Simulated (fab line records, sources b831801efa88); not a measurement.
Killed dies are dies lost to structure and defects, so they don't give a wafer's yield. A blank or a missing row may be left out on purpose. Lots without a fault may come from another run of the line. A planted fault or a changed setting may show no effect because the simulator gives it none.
fab line records | flow gf180mcu
record lots=5 wafers=15 last_day=34
route steps=602 shown V2@403 M3@409 V3@429
lots that met no fault: from a run of the same line without faults
start_h: hours from the record's first day to the start of the lot's first wafer shown | wait_h: hours since the lot's step before | " the same as in the row above | L1.1+2: a row that stands for several wafers | - no value, or no start given | * or withheld: withheld | < > ~ a bound
route shown NAME@n: a module of which the file shows steps, and the number in the route of the first | usual: mean/standard deviation of fault-free wafers | same: alike in all rows | chamber/n: place in a boat | sites: the reading at each site | _std_site: their standard deviation | _edge_site: outer sites' mean less inner sites' | radius_mm: how far each site lies from the wafer's centre | mask NAME#n: copy n | behind: the tool/chamber that last shaped the wafer | hold: why the lot was held/for how many hours/how that ended | device: the transistor (n, p or np) that didn't switch | end of line: the same wafers' tests at the end of the route | a step without rows: its recipe alone | killed: dies lost to structure and defects at the first sort, not the wafer's yield | map: a wafer's dies, x killed, . not, _ none there
set.NAME: the setting as run; set.NAME@STEP: as run at that earlier step | model.NAME: the simulator's own value behind a step, which no gauge read
lots at some steps of the route; a table a step, a row a wafer
services: from which hour (start_h, from the record's first day; less than 0 if before it) a tool's chamber was out of use, for how many hours, and why
## steps
# step GF_V2_SPUTTER_21
# recipe material=Ti target_thk_nm=15 chamber_pressure_pa=5 power_w=2500 substrate_temp_c=200 time_s=80.02
# usual throttle_valve_pct=30.2/1.2
# columns lot.wafer tool chamber start_h wait_h throttle_valve_pct
L074.1 pvd_sputter-04 - 470.28 0.0 29.8
L074.2 " - " " 28.9
L074.5 " - " " 29.0
L080.1 pvd_sputter-02 - 522.32 0.0 29.6
L080.3 " - " " 31.1
L080.5 " - " " 32.4
L084.3 pvd_sputter-04 - 554.30 0.0 28.9
L084.4 " - " " 29.4
L084.6 " - " " 31.7
L093.1 pvd_sputter-04 - 624.16 0.0 31.7
L093.2 " - " " 29.5
L093.5 " - " " 29.5
L097.1 pvd_sputter-04 - 646.93 0.0 29.3
L097.2 " - " " 31.4
L097.5 " - " " 29.6
# step GF_V2_SPUTTER_22
# recipe material=TiN target_thk_nm=10 chamber_pressure_pa=5 power_w=4000 time_s=40
# usual throttle_valve_pct=30.3/1.2
# columns lot.wafer tool chamber start_h wait_h throttle_valve_pct
L074.1 pvd_sputter-04 - 470.34 0.0 29.8
L074.2 " - " " 28.9
L074.5 " - " " 28.9
L080.1 pvd_sputter-02 - 522.38 0.0 29.4
L080.3 " - " " 31.2
L080.5 " - " " 32.9
L084.3 pvd_sputter-04 - 554.36 0.0 29.2
L084.4 " - " " 29.4
L084.6 " - " " 31.5
L093.1 pvd_sputter-04 - 624.22 0.0 31.4
L093.2 " - " " 29.4
L093.5 " - " " 29.7
L097.1 pvd_sputter-04 - 646.99 0.0 29.5
L097.2 " - " " 31.6
L097.5 " - " " 29.4
# step GF_V2_CVD_23
# recipe material=W target_thk_nm=350 time_s=104.94 temp_c=400 pressure_torr=40
# usual chamber_pressure_Torr=39.98/0.092 heater_power_outer_w=520/34 heater_power_w=875/88 susceptor_temp_C=399.99/0.24
# columns lot.wafer tool chamber start_h wait_h chamber_pressure_Torr heater_power_outer_w heater_power_w susceptor_temp_C
L074.1 cvd_w-01 0 470.38 0.0 40.07 468 769 399.83
L074.2 " 1 " " 40.00 511 783 400.26
L074.5 " 1 " " 39.90 507 787 400.15
L080.1 cvd_w-02 1 522.42 0.0 40.16 522 894 400.27
L080.3 " 1 " " 39.95 527 914 400.25
L080.5 " 0 " " 39.83 557 970 400.23
L084.3 cvd_w-01 1 554.44 0.1 40.12 519 779 399.61
L084.4 " 0 " " 40.09 465 778 399.88
L084.6 " 0 " " 40.05 468 769 399.99
L093.1 cvd_w-01 0 624.26 0.0 39.80 465 761 400.03
L093.2 " 1 " " 39.83 514 791 400.01
L093.5 " 1 " " 40.01 519 803 399.99
L097.1 cvd_w-01 1 647.03 0.0 40.06 521 793 399.77
L097.2 " 0 " " 40.15 466 788 399.82
L097.5 " 0 " " 40.02 462 777 400.18
# step GF_V2_RS_MEAS_24
# recipe thk_meas_gauge=four-point-probe reads=W_of_V2_CVD_23+TiN_of_V2_SPUTTER_22+Ti_of_V2_SPUTTER_21
# usual V2_W_RS=0.326/0.0033
# columns lot.wafer tool chamber start_h wait_h V2_W_RS[ohm/sq]
L074.1 film_metro-03 - 470.49 0.1 0.322
L074.2 " - " " 0.321
L074.5 " - " " 0.322
L080.1 film_metro-04 - 522.53 0.1 0.327
L080.3 " - " " 0.327
L080.5 " - " " 0.323
L084.3 film_metro-04 - 554.55 0.1 0.324
L084.4 " - " " 0.329
L084.6 " - " " 0.331
L093.1 film_metro-04 - 624.37 0.1 0.322
L093.2 " - " " 0.323
L093.5 " - " " 0.321
L097.1 film_metro-02 - 647.15 0.1 0.328
L097.2 " - " " 0.329
L097.5 " - " " 0.325
# step GF_V2_THK_MEAS_25
# recipe thk_meas_gauge=xrf reads=W_of_V2_CVD_23
# usual V2_W_THK=353/4.4
# columns lot.wafer tool chamber start_h wait_h V2_W_THK[nm]
L074.1 film_metro-03 - 470.61 0.1 362
L074.2 " - " " 360
L074.5 " - " " 360
L080.1 film_metro-04 - 522.65 0.1 353
L080.3 " - " " 356
L080.5 " - " " 358
L084.3 film_metro-04 - 554.65 0.1 352
L084.4 " - " " 350
L084.6 " - " " 345
L093.1 film_metro-04 - 624.49 0.1 359
L093.2 " - " " 357
L093.5 " - " " 360
L097.1 film_metro-02 - 647.27 0.1 349
L097.2 " - " " 348
L097.5 " - " " 353
# step GF_V2_CMP_26
# recipe stop_on=SiO2 down_force_psi=3.5 platen_rpm=60 t_overpolish_s=15 target_thk_nm=0 pad_velocity_m_s=0.94248
# usual motor_current_A=10.7/0.69 overpolish_run_s=15.001/0.0084 retaining_ring_pressure_frac=1.000/0.0051 time_to_endpoint_s=85/3.5
# columns lot.wafer tool chamber start_h wait_h motor_current_A overpolish_run_s retaining_ring_pressure_frac time_to_endpoint_s
L074.2 cmp-02 0 470.67 0.0 10.4 15.006 0.995 84
L074.1 " 2 " " 11.3 14.984 1.005 87
L074.5 " 0 " " 10.6 15.003 1.000 89
L080.3 cmp-01 1 522.71 0.0 10.4 14.998 1.002 85
L080.1 " 2 " " 10.7 15.002 1.001 90
L080.5 " 2 " " 10.5 14.991 1.006 89
L084.4 cmp-02 2 554.69 0.0 11.7 14.994 0.998 86
L084.3 " 0 " " 10.1 14.995 0.998 83
L084.6 " 2 " " 10.6 15.009 0.993 86
L093.2 cmp-01 2 624.65 0.1 10.5 15.010 1.003 88
L093.1 " 3 " " 11.5 15.006 1.007 86
L093.5 " 0 " " 10.1 15.025 0.995 88
L097.1 cmp-01 2 647.43 0.1 10.5 14.994 0.995 86
L097.2 " 3 " " 11.1 14.981 1.000 81
L097.5 " 1 " " 9.6 14.993 1.004 84
# step GF_M3_SPUTTER_00
# recipe material=Ti target_thk_nm=37.5 arriving_ion_energy_ev=80 substrate_temp_c=200 chamber_pressure_pa=2 power_w=4000 time_s=150
# usual throttle_valve_pct=30.4/1.1
# columns lot.wafer tool chamber start_h wait_h throttle_valve_pct
L074.1 pvd_sputter-02 - 470.97 0.1 30.0
L074.2 " - " " 29.7
L074.5 " - " " 32.6
L080.1 pvd_sputter-01 - 523.01 0.2 28.9
L080.3 " - " " 30.8
L080.5 " - " " 30.3
L084.3 pvd_sputter-02 - 554.99 0.1 29.5
L084.4 " - " " 31.1
L084.6 " - " " 29.7
L093.1 pvd_sputter-03 - 624.85 0.1 31.9
L093.2 " - " " 30.4
L093.5 " - " " 31.0
L097.1 pvd_sputter-01 - 647.63 0.1 30.4
L097.2 " - " " 29.0
L097.5 " - " " 29.3
# step GF_M3_SPUTTER_01
# recipe material=TiN target_thk_nm=30 power_w=6500 time_s=25 chamber_pressure_pa=0.4
# usual throttle_valve_pct=30.4/1.1
# columns lot.wafer tool chamber start_h wait_h throttle_valve_pct
L074.1 pvd_sputter-02 - 471.07 0.1 30.0
L074.2 " - " " 29.7
L074.5 " - " " 32.6
L080.1 pvd_sputter-01 - 523.11 0.1 29.6
L080.3 " - " " 30.6
L080.5 " - " " 30.3
L084.3 pvd_sputter-02 - 555.09 0.1 29.4
L084.4 " - " " 31.0
L084.6 " - " " 30.0
L093.1 pvd_sputter-03 - 624.95 0.1 31.4
L093.2 " - " " 30.5
L093.5 " - " " 31.3
L097.1 pvd_sputter-01 - 647.73 0.1 30.9
L097.2 " - " " 29.1
L097.5 " - " " 29.0
# step GF_M3_SPUTTER_02
# recipe material=AlCu target_thk_nm=450 power_w=10600 time_s=23.9 chamber_pressure_pa=0.4
# usual throttle_valve_pct=30.4/1.1
# columns lot.wafer tool chamber start_h wait_h throttle_valve_pct
L074.1 pvd_sputter-02 - 471.10 0.0 30.2
L074.2 " - " " 29.7
L074.5 " - " " 32.6
L080.1 pvd_sputter-01 - 523.14 0.0 29.0
L080.3 " - " " 30.7
L080.5 " - " " 30.2
L084.3 pvd_sputter-02 - 555.13 0.0 29.9
L084.4 " - " " 31.1
L084.6 " - " " 29.6
L093.1 pvd_sputter-03 - 624.98 0.0 31.3
L093.2 " - " " 30.3
L093.5 " - " " 31.4
L097.1 pvd_sputter-01 - 647.77 0.0 30.5
L097.2 " - " " 29.3
L097.5 " - " " 29.1
# step GF_M3_SPUTTER_03
# recipe material=Ti target_thk_nm=10 substrate_temp_c=300 chamber_pressure_pa=0.3 power_w=3000 time_s=6.7
# usual throttle_valve_pct=30.4/1.1
# columns lot.wafer tool chamber start_h wait_h throttle_valve_pct
L074.1 pvd_sputter-02 - 471.13 0.0 30.1
L074.2 " - " " 29.7
L074.5 " - " " 32.7
L080.1 pvd_sputter-01 - 523.17 0.0 29.0
L080.3 " - " " 30.6
L080.5 " - " " 30.4
L084.3 pvd_sputter-02 - 555.16 0.0 29.6
L084.4 " - " " 31.2
L084.6 " - " " 29.7
L093.1 pvd_sputter-03 - 625.01 0.0 31.5
L093.2 " - " " 30.7
L093.5 " - " " 31.2
L097.1 pvd_sputter-01 - 647.80 0.0 30.8
L097.2 " - " " 29.3
L097.5 " - " " 29.3
# step GF_M3_SPUTTER_04
# recipe material=TiN target_thk_nm=50 power_w=6500 time_s=41.7 chamber_pressure_pa=0.4
# usual throttle_valve_pct=30.4/1.1
# columns lot.wafer tool chamber start_h wait_h throttle_valve_pct
L074.1 pvd_sputter-02 - 471.16 0.0 30.1
L074.2 " - " " 29.7
L074.5 " - " " 32.6
L080.1 pvd_sputter-01 - 523.19 0.0 29.2
L080.3 " - " " 30.5
L080.5 " - " " 30.3
L084.3 pvd_sputter-02 - 555.18 0.0 29.6
L084.4 " - " " 31.0
L084.6 " - " " 29.5
L093.1 pvd_sputter-03 - 625.03 0.0 31.7
L093.2 " - " " 30.3
L093.5 " - " " 31.1
L097.1 pvd_sputter-01 - 647.82 0.0 30.6
L097.2 " - " " 29.4
L097.5 " - " " 29.0
# step GF_M3_RS_MEAS_05
# recipe thk_meas_gauge=four-point-probe reads=TiN_of_M3_SPUTTER_04+Ti_of_M3_SPUTTER_03+AlCu_of_M3_SPUTTER_02+TiN_of_M3_SPUTTER_01+Ti_of_M3_SPUTTER_00
# usual M3_ALCU_RS=0.0694/0.00074
# columns lot.wafer tool chamber start_h wait_h M3_ALCU_RS[ohm/sq]
L074.1 film_metro-02 - 471.20 0.0 0.0687
L074.2 " - " " 0.0680
L074.5 " - " " 0.0687
L080.1 film_metro-02 - 523.23 0.0 0.0700
L080.3 " - " " 0.0700
L080.5 " - " " 0.0700
L084.3 film_metro-03 - 555.26 0.1 0.0698
L084.4 " - " " 0.0703
L084.6 " - " " 0.0696
L093.1 film_metro-03 - 625.07 0.0 0.0691
L093.2 " - " " 0.0694
L093.5 " - " " 0.0686
L097.1 film_metro-02 - 647.86 0.0 0.0690
L097.2 " - " " 0.0685
L097.5 " - " " 0.0688
# step GF_M3_THK_MEAS_06
# recipe thk_meas_gauge=xrf reads=AlCu_of_M3_SPUTTER_02
# usual M3_ALCU_THK=445/4.9
# columns lot.wafer tool chamber start_h wait_h M3_ALCU_THK[nm]
L074.1 film_metro-02 - 471.32 0.1 453
L074.2 " - " " 458
L074.5 " - " " 451
L080.1 film_metro-02 - 523.35 0.1 441
L080.3 " - " " 442
L080.5 " - " " 441
L084.3 film_metro-03 - 555.36 0.1 444
L084.4 " - " " 438
L084.6 " - " " 443
L093.1 film_metro-03 - 625.19 0.1 446
L093.2 " - " " 445
L093.5 " - " " 450
L097.1 film_metro-02 - 647.98 0.1 448
L097.2 " - " " 449
L097.5 " - " " 447
# step GF_M3_DEHYDRATE_07
# recipe temp_c=200 time_s=60
# columns lot.wafer tool chamber start_h wait_h
L074.1+2+5 litho_track-04 0 482.41 11.1
L080.1+3+5 litho_track-04 0 534.31 11.0
L084.3+4+6 litho_track-02 0 565.93 10.6
L093.1+2+5 litho_track-02 0 634.63 9.4
L097.1+2+5 litho_track-02 0 657.33 9.3
# step GF_M3_HMDS_08
# recipe prime_time_s=60 prime_temp_c=120
# columns lot.wafer tool chamber start_h wait_h
L074.1+2+5 litho_track-04 0 482.56 0.1
L080.1+3+5 litho_track-04 0 534.46 0.1
L084.3+4+6 litho_track-02 0 566.08 0.1
L093.1+2+5 litho_track-02 0 634.78 0.1
L097.1+2+5 litho_track-02 0 657.48 0.1
# step GF_M3_COAT_09
# recipe resist=KrF spin_rpm=withheld resist_thk_nm=1000
# columns lot.wafer tool chamber start_h wait_h
L074.1+2+5 litho_track-04 0 482.71 0.1
L080.1+3+5 litho_track-04 0 534.61 0.1
L084.3+4+6 litho_track-02 0 566.23 0.1
L093.1+2+5 litho_track-02 0 634.93 0.1
L097.1+2+5 litho_track-02 0 657.63 0.1
# step GF_M3_SOFTBAKE_10
# recipe temp_c=130 time_s=60 resist=KrF
# columns lot.wafer tool chamber start_h wait_h
L074.1+2+5 litho_track-04 0 482.86 0.1
L080.1+3+5 litho_track-04 0 534.76 0.1
L084.3+4+6 litho_track-02 0 566.38 0.1
L093.1+2+5 litho_track-02 0 635.08 0.1
L097.1+2+5 litho_track-02 0 657.78 0.1
# step GF_M3_EXPOSE_11
# recipe mask_id=Metal3 target_cd_nm=280 na=0.68 source_shape=conventional sigma_outer=0.6 dose_mj=28
# columns lot.wafer tool chamber start_h wait_h mask
L074.1+2+5 krf_scanner-01 0 - - Metal3#0
L080.1+3+5 krf_scanner-01 0 - - Metal3#0
L084.3+4+6 krf_scanner-02 0 - - Metal3#0
L093.1+2+5 krf_scanner-02 0 - - Metal3#0
L097.1+2+5 krf_scanner-02 0 - - Metal3#0
# step GF_M3_PEB_12
# recipe peb_temp_c=135 peb_time_s=90 resist=KrF
# columns lot.wafer tool chamber start_h wait_h
L074.1+2+5 litho_track-02 0 - -
L080.1+3+5 litho_track-03 0 - -
L084.3+4+6 litho_track-04 0 - -
L093.1+2+5 litho_track-03 0 - -
L097.1+2+5 litho_track-04 0 - -
# step GF_M3_DEVELOP_13
# recipe develop_time_s=60 dev_temp_c=21
# columns lot.wafer tool chamber start_h wait_h
L074.1+2+5 litho_track-02 0 494.94 0.2
L080.1+3+5 litho_track-03 0 546.24 0.2
L084.3+4+6 litho_track-04 0 577.26 0.1
L093.1+2+5 litho_track-03 0 644.74 0.2
L097.1+2+5 litho_track-04 0 667.16 0.2
# step GF_M3_CD_MEAS_14
# recipe target_cd_nm=280
# usual cd_nm=279.5/0.96
# columns lot.wafer tool chamber start_h wait_h cd_nm
L074.1 cd_sem-02 - 495.09 0.1 280.3
L074.2 " - " " 279.6
L074.5 " - " " 280.0
L080.1 cd_sem-02 - 546.39 0.1 279.0
L080.3 " - " " 278.3
L080.5 " - " " 279.4
L084.3 cd_sem-02 - 577.40 0.1 279.1
L084.4 " - " " 279.5
L084.6 " - " " 280.2
L093.1 cd_sem-01 - 644.89 0.1 280.2
L093.2 " - " " 279.0
L093.5 " - " " 280.0
L097.1 cd_sem-02 - 667.31 0.1 280.9
L097.2 " - " " 280.3
L097.5 " - " " 281.1
# step GF_M3_OVL_MEAS_15
# usual M3_OVL=-2/5.6
# columns lot.wafer tool chamber start_h wait_h M3_OVL[nm]
L074.1 overlay-01 - 495.21 0.1 -2
L074.2 " - " " -6
L074.5 " - " " -7
L080.1 overlay-02 - 546.51 0.1 3
L080.3 " - " " -2
L080.5 " - " " 0
L084.3 overlay-02 - 577.49 0.1 -1
L084.4 " - " " 2
L084.6 " - " " -4
L093.1 overlay-02 - 645.01 0.1 -4
L093.2 " - " " -9
L093.5 " - " " -5
L097.1 overlay-01 - 667.43 0.1 -3
L097.2 " - " " 4
L097.5 " - " " -3
# step GF_M3_METAL_ETCH_16
# recipe chemistry=Cl2/BCl3 mask_material=KrF target_depth_nm=750.8 stop_on=SiO2 pressure_mtorr=8 icp_w=800 bias_w=140 Cl2_flow_sccm=80 bcl3_flow_sccm=40 time_s=125.1
# usual drypump_motor_current_A=5.92/0.28 oes_product_au=0.990/0.0071 throttle_valve_pct=28.229/0.011
# columns lot.wafer tool chamber start_h wait_h drypump_motor_current_A oes_product_au rf_hours_counter_h throttle_valve_pct
L074.1 rie_metal-03 1 495.24 0.0 5.52 0.989 6 28.222
L074.2 " 0 " " 5.66 0.997 1 28.220
L074.5 " 1 " " 5.52 0.996 - 28.224
L080.1 rie_metal-01 1 546.55 0.0 6.11 0.984 12 28.269
L080.3 " 0 " " 6.16 0.998 - 28.237
L080.5 " 0 " " 6.12 0.991 - 28.224
L084.3 rie_metal-03 0 577.56 0.1 5.63 0.997 - 28.220
L084.4 " 1 " " 5.49 0.994 - 28.228
L084.6 " 0 " " 5.64 0.999 - 28.236
L093.1 rie_metal-01 1 645.04 0.0 6.10 0.993 2 28.219
L093.2 " 0 " " 6.16 1.005 13 28.219
L093.5 " 0 " " 6.16 0.987 - 28.230
L097.1 rie_metal-01 1 667.47 0.0 6.05 1.001 3 28.221
L097.2 " 0 " " 6.14 1.000 14 28.226
L097.5 " 0 " " 6.13 0.994 - 28.236
# step GF_M3_STRIP_17
# recipe chemistry=O2/N2 power_w=1400 pressure_mtorr=1500 platen_temp_c=250 o2_flow_sccm=3000 n2_flow_sccm=300 overash_fraction=0.5
# usual drypump_motor_current_A=5.5/0.31 heater_power_w=327/36 oes_product_au=0.537/0.005 strip_time_to_endpoint_s=7.38/0.06
# columns lot.wafer tool chamber start_h wait_h drypump_motor_current_A heater_power_w oes_product_au rf_hours_counter_h strip_time_to_endpoint_s
L074.1 plasma_asher-02 1 495.37 0.1 5.6 329 0.529 7 7.36
L074.2 " 0 " " 6.4 388 0.539 7 7.34
L074.5 " 0 " " 6.4 388 0.533 - 7.33
L080.1 plasma_asher-01 1 546.67 0.1 5.4 340 0.539 77 7.47
L080.3 " 1 " " 5.4 330 0.535 - 7.36
L080.5 " 0 " " 5.5 351 0.535 - 7.39
L084.3 plasma_asher-01 1 577.68 0.1 5.4 338 0.535 - 7.31
L084.4 " 0 " " 5.6 342 0.539 - 7.36
L084.6 " 1 " " 5.4 334 0.533 - 7.33
L093.1 plasma_asher-01 0 645.17 0.1 5.5 348 0.534 87 7.33
L093.2 " 1 " " 5.4 325 0.538 87 7.32
L093.5 " 1 " " 5.4 334 0.537 - 7.30
L097.1 plasma_asher-04 1 667.60 0.1 5.3 286 0.527 58 7.37
L097.2 " 0 " " 5.4 278 0.530 58 7.31
L097.5 " 0 " " 5.4 287 0.537 - 7.36
# step GF_M3_STRIP_18
# recipe chemistry=post_etch_residue_remover time_s=1200 temp_c=72.5
# columns lot.wafer tool chamber start_h wait_h
L074.1+2+5 wet_bench-02 1 495.47 0.1
L080.1+3+5 wet_bench-03 0 546.77 0.1
L084.3+4+6 wet_bench-04 2 577.75 0.0
L093.1+2+5 wet_bench-04 0 645.27 0.1
L097.1+2+5 wet_bench-03 3 667.70 0.1
# step GF_M3_CLEAN_19
# recipe chemistry=DIW dry=n2_spin
# columns lot.wafer tool chamber start_h wait_h
L074.1+2+5 wet_bench-04 1 495.81 0.0
L080.1+3+5 wet_bench-04 2 547.15 0.0
L084.3+4+6 wet_bench-02 3 578.12 0.0
L093.1+2+5 wet_bench-04 0 645.65 0.0
L097.1+2+5 wet_bench-04 2 668.04 0.0
# step GF_V3_CVD_00
# recipe material=SiO2 target_thk_nm=600 sigma_open_frac=0.3 temp_c=400 time_s=100 sih4_flow_sccm=60 pressure_mtorr=6
# usual susceptor_temp_C=400.00/0.22
# columns lot.wafer tool chamber start_h wait_h susceptor_temp_C
L074.1 hdpcvd-02 0 495.90 0.0 399.92
L074.2 " 2 " " 399.70
L074.5 " 1 " " 399.86
L080.1 hdpcvd-01 2 547.24 0.0 400.36
L080.3 " 0 " " 399.78
L080.5 " 2 " " 400.19
L084.3 hdpcvd-01 1 578.21 0.0 399.64
L084.4 " 1 " " 399.65
L084.6 " 0 " " 399.95
L093.1 hdpcvd-02 1 645.75 0.0 400.09
L093.2 " 0 " " 400.19
L093.5 " 2 " " 400.19
L097.1 hdpcvd-02 0 668.13 0.0 399.62
L097.2 " 1 " " 400.33
L097.5 " 1 " " 400.36
# step GF_V3_THK_MEAS_01
# recipe reads=SiO2_of_V3_CVD_00
# usual V3_CVD_00_THK=599/5.8
# columns lot.wafer tool chamber start_h wait_h V3_CVD_00_THK[nm]
L074.1 film_metro-04 - 495.98 0.0 605
L074.2 " - " " 598
L074.5 " - " " 596
L080.1 film_metro-01 - 547.31 0.0 585
L080.3 " - " " 598
L080.5 " - " " 584
L084.3 film_metro-01 - 578.30 0.1 594
L084.4 " - " " 602
L084.6 " - " " 606
L093.1 film_metro-02 - 645.82 0.0 605
L093.2 " - " " 603
L093.5 " - " " 596
L097.1 film_metro-04 - 668.20 0.0 608
L097.2 " - " " 605
L097.5 " - " " 597
# step GF_V3_CVD_02
# recipe material=SiO2 target_thk_nm=850 precursor=TEOS temp_c=400 time_s=94.851 rf_w=600
# usual heater_power_outer_w=369/58 heater_power_w=635/79 susceptor_temp_C=400.00/0.23
# columns lot.wafer tool chamber start_h wait_h heater_power_outer_w heater_power_w susceptor_temp_C
L074.1 pecvd-01 2 496.04 0.1 400 677 400.15
L074.2 " 0 " " 338 592 400.01
L074.5 " 2 " " 305 554 399.87
L080.1 pecvd-01 0 547.37 0.1 331 590 399.90
L080.3 " 2 " " 338 615 400.00
L080.5 " 1 " " 452 739 400.11
L084.3 pecvd-02 0 578.34 0.0 321 593 399.64
L084.4 " 0 " " 349 619 400.05
L084.6 " 1 " " 350 609 400.15
L093.1 pecvd-04 2 645.88 0.1 358 648 399.72
L093.2 " 0 " " 360 583 400.14
L093.5 " 2 " " 395 719 399.59
L097.1 pecvd-04 1 668.26 0.1 409 690 399.94
L097.2 " 2 " " 424 735 400.14
L097.5 " 0 " " 305 499 400.08
# step GF_V3_THK_MEAS_03
# recipe reads=SiO2_of_V3_CVD_02
# usual V3_CVD_02_THK=851/11
# columns lot.wafer tool chamber start_h wait_h V3_CVD_02_THK[nm]
L074.1 film_metro-02 - 496.11 0.0 857
L074.2 " - " " 856
L074.5 " - " " 866
L080.1 film_metro-04 - 547.44 0.0 859
L080.3 " - " " 861
L080.5 " - " " 856
L084.3 film_metro-04 - 578.43 0.1 850
L084.4 " - " " 866
L084.6 " - " " 853
L093.1 film_metro-01 - 645.95 0.0 852
L093.2 " - " " 839
L093.5 " - " " 845
L097.1 film_metro-02 - 668.33 0.0 840
L097.2 " - " " 844
L097.5 " - " " 864
# step GF_V3_CMP_04
# recipe material=SiO2 down_force_psi=4 platen_rpm=60 pad_velocity_m_s=0.94248
# usual motor_current_A=11.9/0.8 retaining_ring_pressure_frac=1.000/0.005 time_to_endpoint_s=81/5.2
# columns lot.wafer tool chamber start_h wait_h motor_current_A retaining_ring_pressure_frac time_to_endpoint_s
L074.1 cmp-01 0 496.17 0.1 11.1 0.998 83
L074.2 " 1 " " 10.6 0.993 77
L074.5 " 1 " " 10.4 0.988 82
L080.3 cmp-02 1 547.50 0.0 11.9 0.998 81
L080.1 " 2 " " 12.0 1.004 86
L080.5 " 2 " " 12.3 0.999 86
L084.4 cmp-02 3 578.47 0.0 12.4 0.997 91
L084.3 " 2 " " 12.5 0.998 81
L084.6 " 3 " " 12.4 1.002 85
L093.1 cmp-02 2 646.06 0.1 12.4 0.999 84
L093.2 " 0 " " 11.6 1.001 78
L093.5 " 1 " " 12.1 1.001 78
L097.2 cmp-01 0 668.39 0.0 11.2 0.990 85
L097.1 " 1 " " 11.2 0.994 78
L097.5 " 1 " " 10.8 0.997 86
# step GF_V3_BOW_MEAS_05
# recipe mode=bow
# usual V3_BOW=118/8.8
# columns lot.wafer tool chamber start_h wait_h V3_BOW[um]
L074.1 film_metro-02 - 496.47 0.2 121
L074.2 " - " " 118
L074.5 " - " " 123
L080.1 film_metro-02 - 547.80 0.2 124
L080.3 " - " " 124
L080.5 " - " " 127
L084.3 film_metro-01 - 578.81 0.1 108
L084.4 " - " " 126
L084.6 " - " " 114
L093.1 film_metro-01 - 646.31 0.2 107
L093.2 " - " " 112
L093.5 " - " " 110
L097.1 film_metro-01 - 668.69 0.2 136
L097.2 " - " " 113
L097.5 " - " " 121
# step GF_V3_DEHYDRATE_06
# recipe temp_c=200 time_s=60
# columns lot.wafer tool chamber start_h wait_h
L074.1+2+5 litho_track-04 0 507.41 10.9
L080.1+3+5 litho_track-02 0 557.88 10.1
L084.3+4+6 litho_track-04 0 589.31 10.5
L093.1+2+5 litho_track-02 0 655.68 9.4
L097.1+2+5 litho_track-04 0 677.91 9.2
# step GF_V3_HMDS_07
# recipe prime_time_s=60 prime_temp_c=120
# columns lot.wafer tool chamber start_h wait_h
L074.1+2+5 litho_track-04 0 507.56 0.1
L080.1+3+5 litho_track-02 0 558.03 0.1
L084.3+4+6 litho_track-04 0 589.46 0.1
L093.1+2+5 litho_track-02 0 655.83 0.1
L097.1+2+5 litho_track-04 0 678.06 0.1
# step GF_V3_COAT_08
# recipe resist=BARC temp_c=withheld time_s=withheld spin_rpm=withheld resist_thk_nm=withheld
# columns lot.wafer tool chamber start_h wait_h
L074.1+2+5 litho_track-04 0 507.71 0.1
L080.1+3+5 litho_track-02 0 558.18 0.1
L084.3+4+6 litho_track-04 0 589.61 0.1
L093.1+2+5 litho_track-02 0 655.98 0.1
L097.1+2+5 litho_track-04 0 678.21 0.1
# step GF_V3_COAT_09
# recipe resist=KrF spin_rpm=withheld resist_thk_nm=1000
# columns lot.wafer tool chamber start_h wait_h
L074.1+2+5 litho_track-04 0 - -
L080.1+3+5 litho_track-02 0 - -
L084.3+4+6 litho_track-04 0 - -
L093.1+2+5 litho_track-02 0 - -
L097.1+2+5 litho_track-04 0 - -
# step GF_V3_SOFTBAKE_10
# recipe temp_c=130 time_s=60 resist=KrF
# columns lot.wafer tool chamber start_h wait_h
L074.1+2+5 litho_track-04 0 - -
L080.1+3+5 litho_track-02 0 - -
L084.3+4+6 litho_track-04 0 - -
L093.1+2+5 litho_track-02 0 - -
L097.1+2+5 litho_track-04 0 - -
# step GF_V3_EXPOSE_11
# recipe mask_id=Via3 target_cd_nm=260 na=0.68 source_shape=conventional sigma_outer=0.6 dose_mj=38
# columns lot.wafer tool chamber start_h wait_h mask
L074.1+2+5 krf_scanner-01 0 - - Via3#0
L080.1+3+5 krf_scanner-02 0 - - Via3#0
L084.3+4+6 krf_scanner-01 0 - - Via3#0
L093.1+2+5 krf_scanner-01 0 - - Via3#0
L097.1+2+5 krf_scanner-02 0 - - Via3#0
# step GF_V3_PEB_12
# recipe peb_temp_c=135 peb_time_s=90 resist=KrF
# columns lot.wafer tool chamber start_h wait_h
L074.1+2+5 litho_track-04 0 - -
L080.1+3+5 litho_track-04 0 - -
L084.3+4+6 litho_track-02 0 - -
L093.1+2+5 litho_track-04 0 - -
L097.1+2+5 litho_track-01 0 - -
# step GF_V3_DEVELOP_13
# recipe develop_time_s=60 resist=KrF dev_temp_c=21
# columns lot.wafer tool chamber start_h wait_h
L074.1+2+5 litho_track-04 0 519.76 0.2
L080.1+3+5 litho_track-04 0 569.56 0.2
L084.3+4+6 litho_track-02 0 600.48 0.1
L093.1+2+5 litho_track-04 0 665.71 0.2
L097.1+2+5 litho_track-01 0 687.90 0.2
# step GF_V3_CD_MEAS_14
# recipe target_cd_nm=260
# usual cd_nm=259.8/1.1
# columns lot.wafer tool chamber start_h wait_h cd_nm
L074.1 cd_sem-02 - 519.91 0.1 258.3
L074.2 " - " " 260.4
L074.5 " - " " 259.4
L080.1 cd_sem-01 - 569.71 0.1 260.2
L080.3 " - " " 258.8
L080.5 " - " " 261.7
L084.3 cd_sem-02 - 600.62 0.1 260.1
L084.4 " - " " 259.4
L084.6 " - " " 259.0
L093.1 cd_sem-01 - 665.86 0.1 258.2
L093.2 " - " " 258.4
L093.5 " - " " 257.3
L097.1 cd_sem-01 - 688.10 0.2 259.4
L097.2 " - " " 259.5
L097.5 " - " " 260.4
## services
# columns tool chamber start_h hours kind
cmp-01 - 451.66 4.0 pm
cmp-02 - 451.89 1.0 repair
krf_scanner-02 - 454.46 3.4 repair
pvd_sputter-01 - 456.75 23.6 repair
cmp-01 - 466.93 11.1 repair
cmp-01 - 470.96 1.6 repair
cmp-01 - 471.62 3.8 repair
pvd_sputter-04 - 473.60 0.8 repair
cmp-01 - 478.00 9.3 pm
pvd_sputter-02 - 491.38 2.0 repair
cmp-01 - 491.88 1.1 repair
krf_scanner-02 - 494.03 0.8 repair
cmp-01 - 498.67 0.8 repair
krf_scanner-01 - 510.61 1.0 pm
cmp-02 - 514.07 0.3 repair
krf_scanner-02 - 524.32 1.0 pm
krf_scanner-02 - 557.08 0.8 repair
krf_scanner-01 - 566.27 3.6 pm
krf_scanner-01 - 569.83 1.3 pm
cmp-02 - 572.00 4.0 pm
wet_bench-04 - 604.43 6.5 repair
pvd_sputter-02 - 623.37 4.4 repair
pvd_sputter-02 - 628.58 6.3 repair
pvd_sputter-01 - 636.76 1.4 repair
## key
fault none
